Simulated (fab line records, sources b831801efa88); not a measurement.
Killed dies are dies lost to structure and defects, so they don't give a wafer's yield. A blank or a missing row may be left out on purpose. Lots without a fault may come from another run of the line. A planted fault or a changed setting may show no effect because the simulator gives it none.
Which tool did it? | flow sky130 | 12 lots, 36 wafers sampled, at 2 steps of a route of 708

WHAT THE GAUGES READ, wafer by wafer
SKY_RES_XHIGH_TW_MEAS_09.
lot  | measured     | on            | RES_XHIGH_TW
L118 | day 26 14:58 | film_metro-03 | 1639 1642 1639
L121 | day 27 17:13 | film_metro-03 | 1640 1640 1638
L122 | day 27 17:49 | film_metro-02 | 1632 1621 1624
L124 | day 29 03:53 | film_metro-01 | 1640 1646 1661
L125 | day 29 10:22 | film_metro-02 | 1633 1642 1635
L127 | day 29 20:59 | film_metro-02 | 1642 1639 1652
L129 | day 30 16:59 | film_metro-01 | 1654 1645 1651
L130 | day 31 02:52 | film_metro-03 | 1622 1631 1624
L131 | day 31 06:14 | film_metro-03 | 1617 1629 1623
L135 | day 32 14:04 | film_metro-01 | 1632 1632 1635
L136 | day 32 21:26 | film_metro-01 | 1628 1626 1639
L139 | day 33 17:19 | film_metro-03 | 1625 1633 1634

WHICH TOOL RAN EACH LOT (tool, then ch and the chambers of the sampled wafers, then the start)
lot  | SKY_POLY_GATE_ETCH_15
L118 | rie_diel-01 ch 0,2, day 16 06:04
L121 | rie_diel-02 ch 1,2,3, day 17 09:23
L122 | rie_diel-03 ch 0,2, day 17 11:39
L124 | rie_diel-03 ch 1,2,3, day 18 22:07
L125 | rie_diel-02 ch 1,2, day 19 05:38
L127 | rie_diel-01 ch 1,2,3, day 19 17:46
L129 | rie_diel-03 ch 1,2,3, day 20 18:16
L130 | rie_diel-01 ch 1,2,3, day 21 01:49
L131 | rie_diel-03 ch 1,2,3, day 21 07:34
L135 | rie_diel-01 ch 2,3, day 22 20:46
L136 | rie_diel-01 ch 2,3, day 22 23:37
L139 | rie_diel-03 ch 0,2,3, day 24 02:07
- SKY_POLY_GATE_ETCH_15: etches BARC in N2/H2, stops on SiO2, time 118.5 s, target depth 110 nm.

WHAT THE TOOLS THEMSELVES READ (means of the sampled wafers that have a number; where no wafer has one, the mark that the record gives instead)
SKY_POLY_GATE_ETCH_15.
lot  | tool        | bias_w (W) | drypump_motor_current_A (A) | oes_product_au (a.u.) | throttle_valve_pct (%)
L118 | rie_diel-01 | 99.8       | 5.9                         | 0.721                 | 13.200
L121 | rie_diel-02 | 99.9       | 5.6                         | 0.720                 | 13.210
L122 | rie_diel-03 | 100.1      | 6.1                         | 0.720                 | 13.214
L124 | rie_diel-03 | 99.7       | 5.9                         | 0.716                 | 13.214
L125 | rie_diel-02 | 99.7       | 5.7                         | 0.717                 | 13.217
L127 | rie_diel-01 | 100.0      | 6.1                         | 0.716                 | 13.214
L129 | rie_diel-03 | 99.9       | 5.9                         | 0.718                 | 13.208
L130 | rie_diel-01 | 100.3      | 6.1                         | 0.712                 | 13.223
L131 | rie_diel-03 | 99.8       | 5.9                         | 0.719                 | 13.214
L135 | rie_diel-01 | 94.1       | 6.1                         | 0.715                 | 13.209
L136 | rie_diel-01 | 93.8       | 5.8                         | 0.713                 | 13.217
L139 | rie_diel-03 | 100.2      | 5.9                         | 0.720                 | 13.213

THE ANSWER, worked out from the rows above alone
Rule: what is usual is taken from the lots themselves. Put in order of their means at a reading, lots are off if they are a third of the lots or fewer, leave a main group of 4 or more, and stand apart from it by a gap of 3 or more times the standard deviation of the main group's means; of several such gaps the widest counts. A main group whose means are all the same, to the digits that the tables above print for the reading, isn't used. A lot without any number at a reading at which 4 lots or more have one is off too. The other lots that the step has rows for count as sound. The gauges are gone through in route order, then the tools' own readings, and for those a lot's mean is taken as printed above. The first step at which some lot is off is used, and at that step the reading that is off furthest; a lot without a number counts as furthest.
Off: L135, L136, at SKY_POLY_GATE_ETCH_15 (bias_w). The main group: mean 99.9 W, standard deviation 0.2.
A tool fits if, at that step or a process step before it, it ran every lot that is off, and no sound lot after the first of them. One fits: rie_diel-01 at SKY_POLY_GATE_ETCH_15. Its last sound lot is L130 (day 21 01:49), its first lot that is off L135 (day 22 20:46): a fault that began between those two fits.
The tool's own readings at SKY_POLY_GATE_ETCH_15 bear it out: on the lots that are off they differ by more than 5 times the standard deviation of the sound lots' means. bias_w reads 93.9 W there against 99.9 W on the sound lots.

WHAT THE SIMULATOR HAD PUT IN
Process parameter drift: rie_diel-01, from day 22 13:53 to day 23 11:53, at SKY_POLY_GATE_ETCH_15. Setting bias_w, moved by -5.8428, from 100. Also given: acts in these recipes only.
Lots struck among those shown: L135, L136. The rule above found the same.
